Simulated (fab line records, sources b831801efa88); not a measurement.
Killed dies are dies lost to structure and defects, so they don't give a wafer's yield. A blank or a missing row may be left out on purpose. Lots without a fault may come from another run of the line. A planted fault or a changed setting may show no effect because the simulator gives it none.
A struck lot beside a sound one | flow sky130 | 36 steps out of a route of 708
Sound: wafers L222.1, L222.4, L222.5. Struck: wafers L211.1, L211.4, L211.6. The cause comes at the end.
At each step with rows: each side's tool, then ch and its chambers, then its first start. Under that, the readings that differ: sound wafers | struck wafers | difference of the means | sigmas: that difference in standard deviations of wafers without a fault.
alike: readings whose means differ by less than 2 such deviations, and words and numbers that are the same on both sides. not compared: withheld readings, readings that some wafer has no value for, bounds like >300 that may hide the same value, and numbers for which the record gives no deviation and whose values overlap.
The two part at a step that has a row with sigmas, a row that says differs or no value, or rows on one side only. Numbers that don't overlap but have no deviation are shown without sigmas and don't part them. A reading that every wafer of one side lacks parts them only if that side has two wafers or more.

first, 10 steps without rows for these wafers: SKY_GATE_OXIDE_COAT_05 (resist thk 1140 nm); SKY_GATE_OXIDE_SOFTBAKE_06 (time 60 s); SKY_GATE_OXIDE_EXPOSE_07 (exposes mask LVOM, target cd 600 nm); SKY_GATE_OXIDE_PEB_08; SKY_GATE_OXIDE_DEVELOP_09 (develop time 60 s); SKY_GATE_OXIDE_IMPLANT_11; SKY_GATE_OXIDE_WET_ETCH_12 (etches SiO2 in dHF, target depth 16.8 nm, time 336 s); SKY_GATE_OXIDE_STRIP_13 (strips in O2/N2); SKY_GATE_OXIDE_CLEAN_15 (cleans in SC1/SC2, time 150 s); SKY_GATE_OXIDE_OXIDATION_16 (stabilise 600 s, purge 300 s, target thk 3.57 nm).
SKY_POLY_GATE_CVD_00: deposits poly-Si, target thk 180 nm, time 720 s.
  sound on lpcvd-01 ch 1, day 21 14:16; struck on lpcvd-01 ch 1, day 17 23:15
  reading                                       | sound             | struck            | difference | sigmas
  model.poly-Si_of_POLY_GATE_CVD_00.thk_nm (nm) | 182.9 182.3 184.3 | 292.9 293.8 292.7 | +110.0     |
  alike: spike_tc_bottom_C, zone_power_centre_pct, zone_power_lower_pct, zone_power_top_pct
SKY_POLY_GATE_THK_MEAS_01:
  sound on film_metro-01, day 21 15:28; struck on film_metro-03, day 18 00:27
  reading                   | sound             | struck            | difference | sigmas
  POLY_GATE_CVD_00_THK (nm) | 182.9 182.2 184.3 | 293.1 293.7 293.0 | +110.1     | +58
then, 9 steps without rows for these wafers: SKY_RES_PROTECT_DEHYDRATE_00 (time 60 s); SKY_RES_PROTECT_HMDS_01 (prime time 60 s); SKY_RES_PROTECT_COAT_02 (resist thk 1140 nm); SKY_RES_PROTECT_SOFTBAKE_03 (time 60 s); SKY_RES_PROTECT_EXPOSE_04 (exposes mask RPM, target cd 1270 nm); SKY_RES_PROTECT_PEB_05; SKY_RES_PROTECT_DEVELOP_06 (develop time 60 s); SKY_POLY_GATE_IMPLANT_02; SKY_RES_PROTECT_STRIP_07 (strips in O2/N2).
SKY_RES_PROTECT_CLEAN_09: cleans in SC1/SC2, time 150 s.
  sound on wet_bench-04 ch 0, day 22 21:57; struck on wet_bench-01 ch 0, day 19 05:50
  reading                                       | sound             | struck          | difference | sigmas
  bath_guard_temp_C (C)                         | 70.0 70.0 69.7    | 68.6 68.8 69.0  | -1.1       | -2
  model.poly-Si_of_POLY_GATE_CVD_00.thk_nm (nm) | 182.3 181.6 183.7 | 292.3 293.2 292 | +110.0     |
then, 11 steps without rows for these wafers: SKY_POLY_GATE_CVD_03 (deposits Si3N4 from DCS/NH3, target thk 75 nm, time 1290 s); SKY_POLY_GATE_DEHYDRATE_05 (time 60 s); SKY_POLY_GATE_HMDS_06 (prime time 60 s); SKY_POLY_GATE_COAT_07 (resist thk 110 nm); SKY_POLY_GATE_COAT_08 (resist thk 450 nm); SKY_POLY_GATE_SOFTBAKE_09 (time 90 s); SKY_POLY_GATE_EXPOSE_10 (exposes mask P1M, target cd 150 nm); SKY_POLY_GATE_PEB_11; SKY_POLY_GATE_DEVELOP_12 (develop time 60 s); SKY_POLY_GATE_ETCH_15 (etches BARC in N2/H2, stops on SiO2, time 118.5 s, target depth 110 nm); SKY_POLY_GATE_ETCH_16 (etches Si3N4 in CH3F/O2, stops on poly-Si, time 147.5 s, target depth 75 nm).
SKY_POLY_GATE_ETCH_17: etches poly-Si in HBr/Cl2, stops on SiO2, target depth 180 nm, time 70.5 s.
  sound on rie_si-02 ch 0,1,3, day 24 06:04; struck on rie_si-01 ch 0,1, day 20 14:23
  reading                               | sound             | struck            | difference | sigmas
  model.etch.depth_nm (nm)              | 182.3 181.6 182.7 | 181.2 176.6 181.5 | -2.4       |
  model.POLY_GATE.feature_depth_nm (nm) | 182.3 181.6 182.7 | 181.2 176.6 181.5 | -2.4       |
  alike: drypump_motor_current_A, oes_product_au, throttle_valve_pct
  not compared: rf_hours_counter_h
then, 1 step without rows for these wafers: SKY_POLY_GATE_STRIP_18 (strips in O2/N2).
-- the record jumps here: 28 days lie between the struck wafers' starts before and after (it left off in module POLY_GATE and takes up again in module PAD_OPEN, whose first step shown is number 708 of the route) --
SKY_PAD_OPEN_PROBE_99:
  sound on prober-01, day 50 17:43; struck on prober-02, day 48 13:55
  alike: killed_at_M0_to_M3, killed_at_M4_up, killed_at_contacts, killed_at_front_end, killed_dies, killed_on_rim, killed_open, killed_short

WHERE THEY PART
First at SKY_POLY_GATE_THK_MEAS_01; last, within this record, at SKY_RES_PROTECT_CLEAN_09. Later steps at which nothing parts them and some readings are alike: SKY_POLY_GATE_ETCH_17, SKY_PAD_OPEN_PROBE_99.

WHY: what the simulator had put in
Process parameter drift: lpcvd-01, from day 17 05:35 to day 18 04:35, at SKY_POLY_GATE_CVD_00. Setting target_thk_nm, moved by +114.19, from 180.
